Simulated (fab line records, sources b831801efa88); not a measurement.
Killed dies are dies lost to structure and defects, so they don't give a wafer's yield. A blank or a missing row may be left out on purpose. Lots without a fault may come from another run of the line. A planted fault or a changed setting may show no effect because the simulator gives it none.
Problem report in the 8D (eight disciplines) form, filled by code | flow sky130 | the parts of the form that need people (team, actions taken, sign-off) are left out

1. THE PROBLEM
SONOS_TUNNEL_TW at SKY_SONOS_TUNNEL_TW_MEAS_12 reads a mean of 184.3 on 3 wafers of 3 lots; wafers without a fault read 197.1 with a standard deviation of 1.1. That is -12 standard deviations from the usual mean.
First seen on wafer L212.2, day 17 06:38, on film_metro-01. The record holds 38 wafers of 13 lots with a number at this step. Rule for "out", or "out of limits": more than 4 standard deviations from the usual mean. The other wafers with a number count as sound.

2. WHAT IT IS AND WHAT IT IS NOT
question                    | is                                          | is not
which readings at this step | SONOS_TUNNEL_TW                             | -
which lots                  | L212, L216, L217                            | L196, L198, L199, L200, L202, L205, L206, L207, L208, L209
which wafers of those lots  | L212.2, L216.2, L217.2                      | L212.1, L212.3, L216.1, L217.3, L217.6
read on which gauges        | film_metro-01, film_metro-03, film_metro-04 | -
when                        | from day 17 06:38                           | up to then (32 sound wafers); but 3 sound wafers of L216, L217 came after

3. SUSPECTS, AND WHAT RULES EACH OUT
Counting: a tool at a process step up to the reading stays a suspect if it ran every lot that is out. Sound lots after the first of them don't rule it out here, since some wafers of a struck lot are sound.
- the gauge at SKY_SONOS_TUNNEL_TW_MEAS_12: ruled out. The wafers that are out were read on 3 gauges (film_metro-01, film_metro-03, film_metro-04).
- implanter-03 at SKY_SONOS_TUNNEL_IMPLANT_09: kept. It ran every lot that is out, first L212 (day 17 06:13); its last sound lot up to then is L209 (day 15 13:31). Its own readings are out on those wafers: beam_on_s, faraday_current_uA.
Left after counting: implanter-03 at SKY_SONOS_TUNNEL_IMPLANT_09.

4. THE CAUSE (what the simulator had put in)
Process parameter drift: implanter-03, from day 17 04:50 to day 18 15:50, at SKY_SONOS_TUNNEL_IMPLANT_09. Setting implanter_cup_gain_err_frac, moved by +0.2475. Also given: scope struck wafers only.
Counting left only this tool.

5. THE CHAIN OF EFFECTS, in route order
Each row: a reading whose mean over the struck wafers that have a number lies more than 3 standard deviations from the usual. Only readings for which the record gives a usual standard deviation are gone through. hours: the time from each lot's start at the first step in this table that gives one to its start at this step, as a median over the lots. sigmas: the change in usual standard deviations.
hours | step                        | reading            | usual  | on struck wafers | change | sigmas
0     | SKY_SONOS_TUNNEL_IMPLANT_09 | beam_on_s          | 9.99 s | 7.89             | -2.10  | -9.5
0     | SKY_SONOS_TUNNEL_IMPLANT_09 | faraday_current_uA | 5.64   | 7.13             | +1.49  | +12
0     | SKY_SONOS_TUNNEL_TW_MEAS_12 | SONOS_TUNNEL_TW    | 197.1  | 184.3            | -12.8  | -12
The process steps in it:
- SKY_SONOS_TUNNEL_IMPLANT_09

6. WHAT WOULD HAVE CAUGHT IT SOONER
In this record the first reading out of limits at a measuring or inspecting step was taken at day 17 06:38, 2 hours after the fault began at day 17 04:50.
The tool's own readings at SKY_SONOS_TUNNEL_IMPLANT_09 were out on every struck wafer that the step has a row for (beam_on_s, faraday_current_uA): an alarm limit on them would have fired on the first of those.
Of the lots that are out (3), L216, L217 began SKY_SONOS_TUNNEL_IMPLANT_09 on implanter-03 after day 17 06:38. A hold on the tool at that time would have spared those 2.
